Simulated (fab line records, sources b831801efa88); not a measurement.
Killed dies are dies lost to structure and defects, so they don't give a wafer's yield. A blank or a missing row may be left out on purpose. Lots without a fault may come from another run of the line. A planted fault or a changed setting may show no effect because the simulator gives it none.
Problem report in the 8D (eight disciplines) form, filled by code | flow sky130 | the parts of the form that need people (team, actions taken, sign-off) are left out

1. THE PROBLEM
cd_nm at SKY_LOCAL_INTERCONNECT_CD_MEAS_11 reads a mean of 114.3 nm on 6 wafers of 3 lots; wafers without a fault read 169.9 nm with a standard deviation of 1.4. That is -40 standard deviations from the usual mean.
The step: target cd 170 nm.
First seen on wafer L944.1, day 37 06:57, on cd_sem-02. The record holds 39 wafers of 13 lots with a number at this step. Rule for "out", or "out of limits": more than 4 standard deviations from the usual mean. The other wafers with a number count as sound.

2. WHAT IT IS AND WHAT IT IS NOT
question                    | is                                             | is not
which readings at this step | cd_nm                                          | -
which lots                  | L944, L945, L946                               | L924, L925, L926, L928, L929, L931, L932, L934, L935, L941
which wafers of those lots  | L944.1, L944.6, L945.1, L945.4, L946.1, L946.4 | L944.2, L945.2, L946.3
read on which gauges        | cd_sem-02                                      | cd_sem-01
when                        | from day 37 06:57                              | up to then (31 sound wafers); but 2 sound wafers of L945, L946 came after

3. SUSPECTS, AND WHAT RULES EACH OUT
Counting: a tool at a process step up to the reading stays a suspect if it ran every lot that is out. Sound lots after the first of them don't rule it out here, since some wafers of a struck lot are sound.
- the gauge at SKY_LOCAL_INTERCONNECT_CD_MEAS_11: ruled out. All the wafers that are out were read on cd_sem-02, but those of them that SKY_PAD_OPEN_PROBE_99 has rows for are out there too, on other tools.
- krf_scanner-02 at SKY_LOCAL_INTERCONNECT_EXPOSE_08 (exposes mask LI1M, target cd 170 nm): kept. It ran every lot that is out, first L944 (day 36 17:54); its last sound lot up to then is L941 (day 36 05:47).
Left after counting: krf_scanner-02 at SKY_LOCAL_INTERCONNECT_EXPOSE_08.

4. THE CAUSE (what the simulator had put in)
Process parameter drift: krf_scanner-02, from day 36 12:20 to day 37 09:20, at SKY_LOCAL_INTERCONNECT_EXPOSE_08. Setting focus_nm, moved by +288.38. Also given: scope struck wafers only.
Counting left only this tool.

5. THE CHAIN OF EFFECTS, in route order
Each row: a reading whose mean over the struck wafers that have a number lies more than 3 standard deviations from the usual. Only readings for which the record gives a usual standard deviation are gone through. hours: the time from each lot's start at the first step in this table that gives one to its start at this step, as a median over the lots. sigmas: the change in usual standard deviations.
hours | step                              | reading            | usual    | on struck wafers | change | sigmas
0     | SKY_LOCAL_INTERCONNECT_CD_MEAS_11 | cd_nm              | 169.9 nm | 114.3            | -55.6  | -40
322   | SKY_PAD_OPEN_PROBE_99             | killed_at_contacts | 24       | 429              | +405   | +71
322   | SKY_PAD_OPEN_PROBE_99             | killed_dies        | 86       | 492              | +406   | +51
322   | SKY_PAD_OPEN_PROBE_99             | killed_on_rim      | 16       | 96               | +80    | +20
The process steps in it:
- SKY_PAD_OPEN_PROBE_99
Later measuring or inspecting steps at which every struck wafer that the step has a row for has a number for every such reading, and none has moved that far: SKY_LOCAL_INTERCONNECT_OVL_MEAS_12.

6. WHAT WOULD HAVE CAUGHT IT SOONER
In this record the first reading out of limits at a measuring or inspecting step was taken at day 37 06:57, 19 hours after the fault began at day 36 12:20.
Of the lots that are out (3), L945 began SKY_LOCAL_INTERCONNECT_EXPOSE_08 on krf_scanner-02 after day 37 06:57. A hold on the tool at that time would have spared it.
